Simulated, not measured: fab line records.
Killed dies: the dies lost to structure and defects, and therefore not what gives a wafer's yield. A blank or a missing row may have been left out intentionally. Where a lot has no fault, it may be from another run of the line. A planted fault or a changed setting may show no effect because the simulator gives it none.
A lot that was struck, set against a sound lot / flow sfqLine / 13 steps out of a route of 325
Sound: wafers L349.1, L349.2, L349.5. Struck: wafers L353.1, L353.6. (L353.2 of the same lot was not struck and is left out.) The cause comes at the end.
For every step that has rows: the tool of each side, followed by ch and its chambers, followed by its first start. Under that, the readings that differ: sound wafers / struck wafers / difference of the means / sigmas: that difference in standard deviations of wafers without a fault.
alike: readings with means less than 2 such deviations apart, plus words and numbers identical on both sides. not compared: withheld readings, readings lacking a value on some wafer, bounds such as >300 that could conceal the same value, and numbers that have no deviation in the record and whose values overlap.
The two part at a step that has a row with sigmas, a row that says differs or no value, or rows on one side only. Non-overlapping numbers with no deviation appear without sigmas and do not part them. A reading that every wafer of one side lacks parts them only if that side has two wafers or more.

SFQ_TRILAYER_M6_DEP_SPUTTER_157: material Nb, target thk 200 nm, time 133.3 s.
  sound on pvdSputter-03 at day 77 13:17; struck on pvdSputter-06 at day 78 20:27
  alike: throttleValvePct
SFQ_M6_RS_MEAS_938: the measuring method here is four-point-probe.
  sound on filmMetro-02 at day 77 13:23; struck on filmMetro-03 at day 78 20:32
  alike: M6_NB_RS
then, 6 steps without rows for these wafers: SFQ_TRILAYER_M6_LITHO_COAT_164 (resist thk 60.96 nm); SFQ_TRILAYER_M6_LITHO_COAT_159 (resist thk 600 nm); SFQ_TRILAYER_M6_LITHO_SOFTBAKE_163; SFQ_TRILAYER_M6_LITHO_EXPOSE_160 (exposes mask M6, target cd 500 nm); SFQ_TRILAYER_M6_LITHO_PEB_162 (peb time 60 s); SFQ_TRILAYER_M6_LITHO_DEVELOP_161 (time 60 s).
SFQ_M6_OVL_MEAS_940:
  sound on overlay-02 at day 77 20:46; struck on overlay-02 at day 79 00:19
  alike: M6_OVL
SFQ_TRILAYER_M6_BARC_OPEN_METAL_ETCH_206: etches BARC in O2, target depth 125 nm, time 41.7 s.
  sound on rieMetal-01 ch 0,1, day 77 20:47; struck on rieMetal-01 ch 1, day 79 00:22
  alike: drypumpMotorCurrentA, oesProductAu
  not compared: rfHoursCounterH
SFQ_TRILAYER_M6_ETCH_METAL_ETCH_162: etches Nb in Cl2/Ar, stops on SiO2, target depth 240 nm, time 120 s.
  sound on rieMetal-01 ch 0,1, day 77 20:51; struck on rieMetal-01 ch 1, day 79 00:25
  alike: drypumpMotorCurrentA, oesProductAu
  not compared: rfHoursCounterH
SFQ_TRILAYER_M6_STRIP_STRIP_163: strips in O2.
  sound on rieMetal-01 ch 0,1, day 77 20:59; struck on rieMetal-01 ch 1, day 79 00:32
reading=overashFraction; sound=0.65 0.65 0.65; struck=0.91 0.91; difference=+0.26; sigmas=
  alike: drypumpMotorCurrentA, oesProductAu
  not compared: rfHoursCounterH
then, 1 step without rows for these wafers: SFQ_TRILAYER_M6_STRIP_SOLV_CLEAN_164 (cleans in NMP, time 600 s).

== WHERE THEY PART ==
Nowhere in this record.

WHY: what had been put in by the simulator
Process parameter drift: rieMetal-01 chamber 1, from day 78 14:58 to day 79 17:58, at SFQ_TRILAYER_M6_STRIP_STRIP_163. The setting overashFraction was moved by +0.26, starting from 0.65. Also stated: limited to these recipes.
